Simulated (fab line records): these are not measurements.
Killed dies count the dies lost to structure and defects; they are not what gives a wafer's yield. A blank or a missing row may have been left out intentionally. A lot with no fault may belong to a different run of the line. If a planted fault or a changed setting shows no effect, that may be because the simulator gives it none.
Which tool did it? | flow sky130 | 11 lots with 33 wafers sampled at 2 steps, on a route of 708 steps

## WHAT THE GAUGES READ, wafer by wafer
SKY_SONOS_TUNNEL_CD_MEAS_07: target cd 410 nm. Usual: cd_nm at 409.9 nm, with a standard deviation of 2.1.
lot  | measured     | on        | cd_nm (nm)        | flag
L674 | day 12 07:03 | cd_sem-01 | 410.7 409.4 409.6 |
L675 | day 13 01:22 | cd_sem-01 | 409.5 408.8 408.3 |
L678 | day 13 11:28 | cd_sem-01 | 413.1 414.4 411.5 |
L679 | day 14 06:25 | cd_sem-01 | 409.6 410.1 411.2 |
L682 | day 14 12:20 | cd_sem-02 | 409.3 409.4 409.5 |
L683 | day 15 16:26 | cd_sem-02 | 407.5 405.5 405.3 |
L684 | day 15 16:31 | cd_sem-01 | 412.9 409.9 410.5 |
L685 | day 15 18:44 | cd_sem-01 | 406.6 410.9 409.9 |
L688 | day 16 22:44 | cd_sem-02 | 330.9 328.7 328.5 | OFF
L690 | day 18 00:19 | cd_sem-01 | 347.9 348.3 346.6 | OFF
L694 | day 19 14:15 | cd_sem-01 | 413.7 415.0 411.5 |

## TOOL THAT RAN EACH LOT (tool first, then ch and the chambers of the sampled wafers, then the start)
lot  | SKY_SONOS_TUNNEL_EXPOSE_04
L674 | iline_stepper-02 ch 0, day 11 19:17
L675 | iline_stepper-01 ch 0, day 12 13:35
L678 | iline_stepper-01 ch 0, day 12 22:31
L679 | iline_stepper-01 ch 0, day 13 17:23
L682 | iline_stepper-02 ch 0, day 13 22:50
L683 | iline_stepper-01 ch 0, day 15 02:34
L684 | iline_stepper-01 ch 0, day 15 02:55
L685 | iline_stepper-02 ch 0, day 15 04:33
L688 | iline_stepper-01 ch 0, day 16 08:29
L690 | iline_stepper-01 ch 0, day 17 09:58
L694 | iline_stepper-02 ch 0, day 18 22:48
- SKY_SONOS_TUNNEL_EXPOSE_04: exposes mask TUNM, target cd 410 nm.

## AS READ BY THE TOOLS THEMSELVES (means over the sampled wafers that have a number; for cases with no such wafer, the mark the record gives instead)
SKY_SONOS_TUNNEL_EXPOSE_04. Usual: exposure_dose_mJ_cm2 at 136.03, with a standard deviation of 0.12.
lot  | tool             | exposure_dose_mJ_cm2 | flag
L674 | iline_stepper-02 | 136.00               |
L675 | iline_stepper-01 | 136.03               |
L678 | iline_stepper-01 | 136.14               |
L679 | iline_stepper-01 | 136.16               |
L682 | iline_stepper-02 | 135.99               |
L683 | iline_stepper-01 | 136.00               |
L684 | iline_stepper-01 | 136.06               |
L685 | iline_stepper-02 | 136.04               |
L688 | iline_stepper-01 | 102.97               | OFF
L690 | iline_stepper-01 | 109.57               | OFF
L694 | iline_stepper-02 | 136.07               |

## THE ANSWER, worked out from the rows above alone
Rule: lot off if the mean of its wafers having a number is beyond 3 standard deviations from the usual mean. Also off: a lot with no number at a reading for which 4 or more lots have one. All remaining lots with rows at the step are treated as sound. After the gauges, taken in route order, come the tools' own readings; for these a lot's mean is taken, as printed above. At the first step where some lot is off, the reading lying furthest off is the one used; lots without a number count as furthest.
Off, at SKY_SONOS_TUNNEL_CD_MEAS_07 on cd_nm: L688, L690.
A tool fits if, at a process step before that reading, it ran every lot that is off, and no sound lot after the first of them. Not tried: the gauges at SKY_SONOS_TUNNEL_CD_MEAS_07; whatever is off there is also off at SKY_SONOS_TUNNEL_EXPOSE_04, on other tools, and gauge error can't account for it. One fits: iline_stepper-01 at SKY_SONOS_TUNNEL_EXPOSE_04. Its last sound lot is L684 (day 15 02:55), its first lot that is off L688 (day 16 08:29): a fault that began between those two fits.
The tool's own readings at SKY_SONOS_TUNNEL_EXPOSE_04 bear it out: on the lots that are off they differ by more than 5 times the standard deviation of the sound lots' means. exposure_dose_mJ_cm2 reads 106.27 there against 136.05 on the sound lots.

## WHAT HAD BEEN PUT IN BY THE SIMULATOR
Process parameters drifting: iline_stepper-01 at SKY_SONOS_TUNNEL_EXPOSE_04, beginning at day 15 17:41. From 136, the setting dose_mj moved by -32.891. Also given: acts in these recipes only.
Shown lots that were struck: L688, L690. This agrees with what the rule above found.
